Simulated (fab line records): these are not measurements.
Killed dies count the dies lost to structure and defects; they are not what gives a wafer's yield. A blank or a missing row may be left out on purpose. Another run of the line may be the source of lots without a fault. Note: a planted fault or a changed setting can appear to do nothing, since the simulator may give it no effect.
A lot that was struck, set against a sound lot :: flow sky130 :: 15 out of 708 route steps
Sound: wafers L117.4, L117.5, L117.6. Struck: wafers L133.1, L133.5, L133.6. Last of all comes the cause.
Per side, at each step with rows, come the tool, then ch with its chambers, and then its first start. Under that, the readings that differ: sound wafers :: struck wafers :: difference of the means :: sigmas: that difference in standard deviations of wafers without a fault.
alike: readings whose means differ by less than 2 such deviations, and words and numbers that are the same on both sides. not compared: withheld readings, readings that some wafer has no value for, bounds like >300 that may hide the same value, and numbers for which the record gives no deviation and whose values overlap.
A row with sigmas, a row that says differs or no value, or rows on one side alone: a step with any of these is where the two part. Numbers that have no deviation but don't overlap get no sigmas and don't part them. Lack of a reading on every wafer of one side parts them only where that side has two or more wafers.

SKY_PWDE_STRIP_09: strips in O2/N2.
  sound on plasmaAsher-04 ch 0,1, day 5 12:08; struck on plasmaAsher-02 ch 0,1, day 9 07:00
reading: stripTimeToEndpointS (s)
sound: 36.95 37.07 36.96
struck: 36.70 36.73 36.90
difference: -0.22
sigmas: -2
  alike: drypumpMotorCurrentA, n2FlowSccm, oesProductAu
  not compared: rfHoursCounterH
SKY_PWDE_TW_MEAS_10:
  sound on filmMetro-01, day 5 12:14; struck on filmMetro-03, day 9 07:06
reading: PWDE_TW
sound: 374.6 374.8 375.2
struck: 371.2 371.0 371.3
difference: -3.7
sigmas: -2
then, 7 steps without rows for these wafers: SKY_NWELL_DEHYDRATE_03 (time 60 s); SKY_NWELL_HMDS_04 (prime time 60 s); SKY_NWELL_COAT_05 (resist thk 3000 nm); SKY_NWELL_SOFTBAKE_06; SKY_NWELL_EXPOSE_07 (exposes mask NWM, target cd 840 nm); SKY_NWELL_PEB_08; SKY_NWELL_DEVELOP_09 (develop time 60 s).
SKY_NWELL_OVL_MEAS_10:
  sound on overlay-02, day 6 06:44; struck on overlay-01, day 10 04:22
  alike: NWELL_00_OVL
then, 2 steps without rows for these wafers: SKY_NWELL_IMPLANT_11; SKY_NWELL_IMPLANT_12.
SKY_NWELL_IMPLANT_13:
  sound on implanter-01 ch 0, day 6 07:08; struck on implanter-01 ch 0, day 10 04:42
reading: doseIonsCm2
sound: 6.999e+11 7.012e+11 7.001e+11
struck: 7.123e+11 7.138e+11 7.13e+11
difference: +1.263e+10
sigmas: +16
SKY_NWELL_STRIP_14: strips in O2/N2.
  sound on plasmaAsher-03 ch 0,1, day 6 07:14; struck on plasmaAsher-04 ch 0,1, day 10 04:51
  alike: drypumpMotorCurrentA, n2FlowSccm, oesProductAu, stripTimeToEndpointS
  not compared: rfHoursCounterH
-- the record jumps here: 41 days lie between the struck wafers' starts before and after (it left off in module NWELL and takes up again in module PAD_OPEN, whose first step shown is number 708 of the route) --
SKY_PAD_OPEN_PROBE_99:
  sound on prober-02, day 47 12:21; struck on prober-01, day 50 21:05
  alike: killed_at_M0_to_M3, killed_at_M4_up, killedAtContacts, killedAtFrontEnd, killedAtOther, killedDies, killedOnRim, killedOpen, killedShort

## WHERE THEY PART
Last at SKY_NWELL_IMPLANT_13 as far as this record goes, first at SKY_PWDE_STRIP_09. Later steps at which nothing parts them and some readings are alike: SKY_NWELL_STRIP_14, SKY_PAD_OPEN_PROBE_99.

WHY: what had been put in by the simulator
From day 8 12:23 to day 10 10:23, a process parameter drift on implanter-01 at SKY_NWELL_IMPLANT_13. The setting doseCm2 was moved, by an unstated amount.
